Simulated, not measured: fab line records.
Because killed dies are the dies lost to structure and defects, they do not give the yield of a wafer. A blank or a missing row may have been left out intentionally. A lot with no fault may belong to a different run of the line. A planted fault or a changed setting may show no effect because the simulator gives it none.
Which tool is to blame? -- flow gf180mcu -- Sampling: 24 lots, 72 wafers, 4 of 602 route steps

## WHAT EACH GAUGE READ, for each wafer
GF_V1_RS_MEAS_24: measures by four-point-probe.
lot,measured,on,V1_W_RS (ohm/sq)
L074,day 17 20:57,filmMetro-03,0.326 0.325 0.327
L075,day 18 09:40,filmMetro-01,0.324 0.329 0.327
L076,day 18 11:30,filmMetro-03,0.330 0.331 0.329
L077,day 19 06:47,filmMetro-04,0.321 0.328 0.331
L078,day 19 13:49,filmMetro-01,0.329 0.329 0.323
L081,day 20 17:44,filmMetro-04,0.329 0.325 0.336
L079,day 20 19:01,filmMetro-04,0.326 0.327 0.326
L080,day 20 20:26,filmMetro-03,0.325 0.333 0.324
L082,day 21 04:26,filmMetro-03,0.328 0.324 0.326
L083,day 21 20:24,filmMetro-01,0.321 0.323 0.325
L084,day 21 20:59,filmMetro-04,0.325 0.325 0.325
L085,day 22 09:37,filmMetro-04,0.328 0.326 0.327
L086,day 22 13:19,filmMetro-04,0.332 0.334 0.333
L087,day 23 09:23,filmMetro-01,0.324 0.324 0.322
L088,day 23 16:17,filmMetro-03,0.319 0.329 0.327
L089,day 24 04:59,filmMetro-03,0.335 0.325 0.329
L091,day 24 17:10,filmMetro-01,0.324 0.332 0.325
L090,day 24 17:59,filmMetro-01,0.322 0.322 0.321
L092,day 24 22:39,filmMetro-03,0.331 0.329 0.328
L093,day 25 12:28,filmMetro-03,0.326 0.327 0.331
L094,day 25 12:36,filmMetro-04,0.331 0.325 0.328
L095,day 25 22:04,filmMetro-04,0.328 0.325 0.325
L096,day 26 00:13,filmMetro-04,0.321 0.327 0.330
L097,day 26 11:56,filmMetro-03,0.324 0.325 0.330

GF_V3_RS_MEAS_24: measures by four-point-probe.
lot,measured,on,V3_W_RS (ohm/sq)
L074,day 22 03:43,filmMetro-01,0.324 0.322 0.319
L075,day 22 16:12,filmMetro-01,0.321 0.325 0.325
L076,day 22 18:23,filmMetro-03,0.333 0.331 0.333
L077,day 23 11:58,filmMetro-03,0.328 0.323 0.325
L078,day 23 18:08,filmMetro-03,0.326 0.324 0.325
L081,day 24 19:43,filmMetro-04,0.330 0.328 0.327
L079,day 24 20:56,filmMetro-04,0.334 0.330 0.331
L080,day 24 21:20,filmMetro-01,0.327 0.328 0.320
L082,day 25 06:44,filmMetro-04,0.329 0.328 0.327
L083,day 25 19:26,filmMetro-01,0.324 0.328 0.326
L084,day 25 20:02,filmMetro-04,0.327 0.327 0.329
L085,day 26 10:34,filmMetro-03,0.325 0.322 0.330
L086,day 26 13:03,filmMetro-04,0.325 0.329 0.327
L087,day 27 09:47,filmMetro-03,0.331 0.327 0.329
L088,day 27 12:52,filmMetro-01,0.328 0.324 0.326
L089,day 27 22:55,filmMetro-04,0.329 0.330 0.331
L091,day 28 11:20,filmMetro-03,0.328 0.323 0.326
L090,day 28 12:28,filmMetro-01,0.327 0.327 0.326
L092,day 28 14:14,filmMetro-04,0.331 0.329 0.327
L093,day 29 04:26,filmMetro-04,0.324 0.315 0.324
L094,day 29 05:22,filmMetro-04,0.320 0.326 0.322
L095,day 29 12:37,filmMetro-01,0.322 0.328 0.320
L096,day 29 13:26,filmMetro-03,0.325 0.327 0.328
L097,day 30 01:52,filmMetro-01,0.320 0.321 0.325

GF_M4_THK_MEAS_06: measures by xrf.
lot,measured,on,M4_ALCU_THK (nm)
L074,day 22 04:31,filmMetro-04,446 440 446
L075,day 22 17:01,filmMetro-02,446 444 442
L076,day 22 19:12,filmMetro-04,433 430 432
L077,day 23 12:47,filmMetro-02,443 440 443
L078,day 23 18:57,filmMetro-04,445 444 443
L081,day 24 20:32,filmMetro-04,451 452 449
L079,day 24 21:57,filmMetro-04,440 443 438
L080,day 24 22:32,filmMetro-02,459 456 454
L082,day 25 07:34,filmMetro-03,443 443 441
L083,day 25 20:14,filmMetro-03,434 440 439
L084,day 25 20:51,filmMetro-02,455 453 455
L085,day 26 11:22,filmMetro-04,441 435 437
L086,day 26 13:52,filmMetro-02,445 449 449
L087,day 27 11:08,filmMetro-02,441 442 437
L088,day 27 14:26,filmMetro-03,447 445 445
L089,day 27 23:44,filmMetro-03,439 442 443
L091,day 28 12:10,filmMetro-03,437 437 437
L090,day 28 13:18,filmMetro-02,440 441 445
L092,day 28 15:02,filmMetro-03,440 437 439
L093,day 29 05:14,filmMetro-02,442 440 437
L094,day 29 06:23,filmMetro-04,439 443 440
L095,day 29 13:26,filmMetro-04,445 442 443
L096,day 29 14:15,filmMetro-02,437 440 438
L097,day 30 02:42,filmMetro-03,439 438 437

## TOOL THAT RAN EACH LOT (tool first, then ch and the chambers of the sampled wafers, then the start)
lot,GF_V2_CVD_23
L074,"cvdW-02 ch 0,1, day 20 00:26"
L075,"cvdW-01 ch 0, day 20 13:23"
L076,"cvdW-02 ch 0,1, day 20 14:54"
L077,"cvdW-01 ch 0,1, day 21 09:57"
L078,"cvdW-02 ch 0,1, day 21 16:13"
L081,"cvdW-01 ch 0,1, day 22 19:31"
L079,"cvdW-02 ch 0,1, day 22 21:41"
L080,"cvdW-01 ch 0,1, day 22 22:02"
L082,"cvdW-02 ch 1, day 23 06:55"
L083,"cvdW-02 ch 0,1, day 23 20:47"
L084,"cvdW-01 ch 0,1, day 23 22:38"
L085,"cvdW-02 ch 0,1, day 24 09:45"
L086,"cvdW-01 ch 0,1, day 24 14:47"
L087,"cvdW-01 ch 1, day 25 12:23"
L088,"cvdW-01 ch 0,1, day 25 15:35"
L089,"cvdW-02 ch 0,1, day 26 03:08"
L091,"cvdW-02 ch 0,1, day 26 14:40"
L090,"cvdW-02 ch 1, day 26 16:04"
L092,"cvdW-02 ch 0,1, day 26 19:10"
L093,"cvdW-02 ch 0,1, day 27 09:44"
L094,"cvdW-01 ch 0,1, day 27 09:57"
L095,"cvdW-02 ch 0,1, day 27 18:29"
L096,"cvdW-01 ch 0,1, day 27 20:13"
L097,"cvdW-01 ch 0,1, day 28 08:31"
- GF_V2_CVD_23: deposits W, target thk 350 nm, time 104.94 s.

## WHAT THE TOOLS THEMSELVES READ (means of the sampled wafers that have a number; where no wafer has one, the mark that the record gives instead)
GF_V2_CVD_23.
lot,tool,heaterPowerW (W)
L074,cvdW-02,708
L075,cvdW-01,748
L076,cvdW-02,703
L077,cvdW-01,764
L078,cvdW-02,698
L081,cvdW-01,823
L079,cvdW-02,713
L080,cvdW-01,797
L082,cvdW-02,718
L083,cvdW-02,717
L084,cvdW-01,782
L085,cvdW-02,715
L086,cvdW-01,789
L087,cvdW-01,845
L088,cvdW-01,777
L089,cvdW-02,713
L091,cvdW-02,702
L090,cvdW-02,730
L092,cvdW-02,714
L093,cvdW-02,728
L094,cvdW-01,818
L095,cvdW-02,717
L096,cvdW-01,828
L097,cvdW-01,775

## THE ANSWER, worked out from the rows above alone
Rule: the usual values come from the lots themselves. The widest of any qualifying gaps counts: lots, ordered by their means at a reading, are off when they make up no more than a third of the lots, leave a main group of 4 or more, and stand apart from it by 3 or more times the standard deviation of that group's means. A main group whose means are all the same, to the digits that the tables above print for the reading, isn't used. A lot without any number at a reading at which 4 lots or more have one is off too. Where the step has rows for the other lots, those lots are counted as sound. First the gauges in route order, then the tools' own readings, where a lot's mean is used as printed above. The first step at which some lot is off is used, and at that step the reading that is off furthest; a lot without a number counts as furthest.
No lot is off at any reading shown: from this, nothing can be told.

## WHAT THE SIMULATOR HAD PUT IN
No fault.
